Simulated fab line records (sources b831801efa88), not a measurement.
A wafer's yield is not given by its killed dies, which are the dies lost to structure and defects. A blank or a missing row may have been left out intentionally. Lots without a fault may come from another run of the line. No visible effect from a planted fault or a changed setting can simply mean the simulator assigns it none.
What tool caused it? | flow gf180mcu | 14 lots with 42 wafers sampled at 5 steps, on a route of 602 steps

WHAT EACH GAUGE READ, for each wafer
GF_MVSD_OVL_MEAS_07. Usual: MVSD_OVL typically reads -0.4 nm, with standard deviation 1.3.
lot  | measured    | on         | MVSD_OVL (nm)  | flag
L441 | day 4 09:22 | overlay-01 | -0.9 -1.1 -0.5 |
L443 | day 4 22:43 | overlay-02 | 0.7 2.6 1.3    |
L445 | day 5 10:22 | overlay-01 | 1.2 -0.4 -0.8  |
L446 | day 5 15:25 | overlay-02 | -0.1 -0.5 -0.6 |
L450 | day 6 12:58 | overlay-01 | -0.9 -1.9 -1.3 |
L451 | day 6 19:10 | overlay-02 | -1.8 -1.3 -2.6 |
L452 | day 7 03:01 | overlay-02 | 0.9 2.3 1.3    |
L453 | day 7 06:16 | overlay-01 | 1.2 -0.2 0.8   |
L454 | day 7 14:19 | overlay-01 | -2.5 -3.4 -1.1 |
L455 | day 7 18:44 | overlay-02 | -1.3 -2.3 0.3  |
L456 | day 8 00:31 | overlay-01 | 1.1 1.2 0.1    |
L457 | day 8 08:10 | overlay-01 | 0.7 1.3 0.8    |
L462 | day 9 11:10 | overlay-01 | -2.3 -2.8 -3.4 |
L463 | day 9 17:49 | overlay-01 | 0.5 0.8 0.0    |

GF_MVPSD_OVL_MEAS_07. Usual: MVPSD_OVL typically reads 0.1 nm, with standard deviation 1.3.
lot  | measured     | on         | MVPSD_OVL (nm) | flag
L441 | day 5 00:25  | overlay-02 | -2.3 -2.4 -2.1 |
L443 | day 5 12:59  | overlay-02 | -0.6 -0.5 -0.6 |
L445 | day 6 01:41  | overlay-02 | -1.7 1.4 1.4   |
L446 | day 6 06:34  | overlay-02 | 1.3 1.6 1.1    |
L450 | day 7 04:30  | overlay-02 | 1.7 1.9 0.7    |
L451 | day 7 10:36  | overlay-02 | -0.6 -0.1 -1.1 |
L452 | day 7 18:51  | overlay-02 | 1.7 0.5 2.1    |
L453 | day 7 23:10  | overlay-01 | 0.6 -0.2 0.8   |
L454 | day 8 06:38  | overlay-01 | -0.9 -1.3 0.6  |
L455 | day 8 11:44  | overlay-02 | 1.5 1.2 2.4    |
L456 | day 8 17:26  | overlay-02 | -1.3 -1.3 -3.1 |
L457 | day 9 01:02  | overlay-02 | 1.7 1.9 0.6    |
L462 | day 10 03:34 | overlay-01 | -0.9 -2.1 -3.0 |
L463 | day 10 11:35 | overlay-02 | -0.1 0.0 1.9   |

GF_VT_IMPLANT_TW_MEAS_21. Usual: VT_IMPLANT_2_TW typically reads 1228, with standard deviation 11.
lot  | measured     | on            | VT_IMPLANT_2_TW | flag
L441 | day 6 05:12  | film-metro-02 | 1212 1213 1215  |
L443 | day 6 18:29  | film-metro-02 | 1209 1213 1212  |
L445 | day 7 08:56  | film-metro-04 | 1246 1233 1238  |
L446 | day 7 13:14  | film-metro-01 | 1232 1225 1235  |
L450 | day 8 12:40  | film-metro-01 | 1219 1214 1222  |
L451 | day 8 19:50  | film-metro-04 | 1241 1247 1239  |
L452 | day 9 05:18  | film-metro-01 | 1153 1166 1162  | OFF
L453 | day 9 09:13  | film-metro-04 | 1175 1169 1172  | OFF
L454 | day 9 16:29  | film-metro-01 | 1160 1155 1158  | OFF
L455 | day 9 22:36  | film-metro-01 | 1232 1233 1225  |
L456 | day 10 03:23 | film-metro-04 | 1242 1244 1240  |
L457 | day 10 11:50 | film-metro-01 | 1221 1222 1220  |
L462 | day 11 17:00 | film-metro-01 | 1223 1227 1224  |
L463 | day 12 01:34 | film-metro-01 | 1218 1216 1216  |

GF_VT_IMPLANT_OVL_MEAS_29. Usual: VT_IMPLANT_02_OVL typically reads 0.4 nm, with standard deviation 1.2.
lot  | measured     | on         | VT_IMPLANT_02_OVL (nm) | flag
L441 | day 6 19:09  | overlay-01 | 2.1 2.0 1.6            |
L443 | day 7 09:55  | overlay-01 | -2.0 -0.7 -2.0         |
L445 | day 8 00:43  | overlay-01 | 0.6 0.4 1.7            |
L446 | day 8 05:20  | overlay-01 | -0.4 0.9 1.4           |
L450 | day 9 05:37  | overlay-01 | -0.8 -0.8 -0.6         |
L451 | day 9 12:07  | overlay-01 | 0.2 0.1 1.1            |
L452 | day 9 21:51  | overlay-02 | -0.3 -1.4 -1.1         |
L453 | day 10 02:13 | overlay-01 | 0.7 1.6 0.2            |
L454 | day 10 08:44 | overlay-02 | -0.3 1.2 1.4           |
L455 | day 10 15:43 | overlay-01 | -1.9 -0.9 0.0          |
L456 | day 10 21:29 | overlay-01 | 0.2 0.5 -0.2           |
L457 | day 11 06:26 | overlay-01 | -0.2 0.1 0.4           |
L462 | day 12 11:54 | overlay-01 | -0.2 -0.3 1.1          |
L463 | day 12 21:03 | overlay-02 | -0.1 0.5 0.8           |

TOOL THAT RAN EACH LOT (tool first, then ch and the chambers of the sampled wafers, then the start)
lot  | GF_VT_IMPLANT_IMPLANT_19
L441 | implanter-01 ch 0, day 6 04:58
L443 | implanter-01 ch 0, day 6 18:14
L445 | implanter-01 ch 0, day 7 08:42
L446 | implanter-01 ch 0, day 7 12:59
L450 | implanter-03 ch 0, day 8 12:26
L451 | implanter-03 ch 0, day 8 19:36
L452 | implanter-03 ch 0, day 9 05:04
L453 | implanter-03 ch 0, day 9 08:59
L454 | implanter-03 ch 0, day 9 16:14
L455 | implanter-01 ch 0, day 9 22:22
L456 | implanter-02 ch 0, day 10 03:08
L457 | implanter-02 ch 0, day 10 11:35
L462 | implanter-01 ch 0, day 11 16:46
L463 | implanter-01 ch 0, day 12 01:20
- GF_VT_IMPLANT_IMPLANT_19

AS READ BY THE TOOLS THEMSELVES (means over the sampled wafers that have a number; for cases with no such wafer, the mark the record gives instead)
GF_VT_IMPLANT_IMPLANT_19. Usual: beam-energy-keV 99.997, standard deviation 0.028; dose-ions-cm2 4.35e+12, standard deviation 4.8e+09.
lot  | tool         | beam-energy-keV | dose-ions-cm2 | flag
L441 | implanter-01 | 99.993          | 4.35e+12      |
L443 | implanter-01 | 100.020         | 4.35e+12      |
L445 | implanter-01 | 100.003         | 4.35e+12      |
L446 | implanter-01 | 99.978          | 4.35e+12      |
L450 | implanter-03 | 100.027         | 4.36e+12      |
L451 | implanter-03 | 99.973          | 4.35e+12      |
L452 | implanter-03 | 81.741          | 4.35e+12      | OFF
L453 | implanter-03 | 81.774          | 4.34e+12      | OFF
L454 | implanter-03 | 81.709          | 4.35e+12      | OFF
L455 | implanter-01 | 100.027         | 4.35e+12      |
L456 | implanter-02 | 100.014         | 4.36e+12      |
L457 | implanter-02 | 99.979          | 4.35e+12      |
L462 | implanter-01 | 100.010         | 4.36e+12      |
L463 | implanter-01 | 100.020         | 4.34e+12      |

THE ANSWER, worked out from the rows above alone
Rule: a lot is off if the mean of its wafers that have a number lies more than 3 standard deviations from the usual mean. Also off: a lot with no number at a reading for which 4 or more lots have one. The other lots that the step has rows for count as sound. After the gauges, taken in route order, come the tools' own readings; for these a lot's mean is taken, as printed above. At the first step where some lot is off, the reading lying furthest off is the one used; lots without a number count as furthest.
Off: at GF_VT_IMPLANT_TW_MEAS_21 (VT_IMPLANT_2_TW), L452, L453, L454.
A tool fits if, at a process step before that reading, it ran every lot that is off, and no sound lot after the first of them. The gauges at GF_VT_IMPLANT_TW_MEAS_21 aren't tried: what is off there is off at GF_VT_IMPLANT_IMPLANT_19 too, on other tools, and a gauge's error can't cause that. One fits: GF_VT_IMPLANT_IMPLANT_19 on implanter-03. Its last sound lot is L451 (day 8 19:36), its first lot that is off L452 (day 9 05:04): a fault that began between those two fits.
The tool's own readings at GF_VT_IMPLANT_IMPLANT_19 bear it out: on the lots that are off they differ by more than 5 times the standard deviation of the sound lots' means. beam-energy-keV reads 81.741 there against 100.004 on the sound lots.

WHAT THE SIMULATOR HAD INSERTED
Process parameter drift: implanter-03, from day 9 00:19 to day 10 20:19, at GF_VT_IMPLANT_IMPLANT_19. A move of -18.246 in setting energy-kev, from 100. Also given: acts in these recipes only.
Shown lots that were struck: L452, L453, L454. Same finding as the rule above.
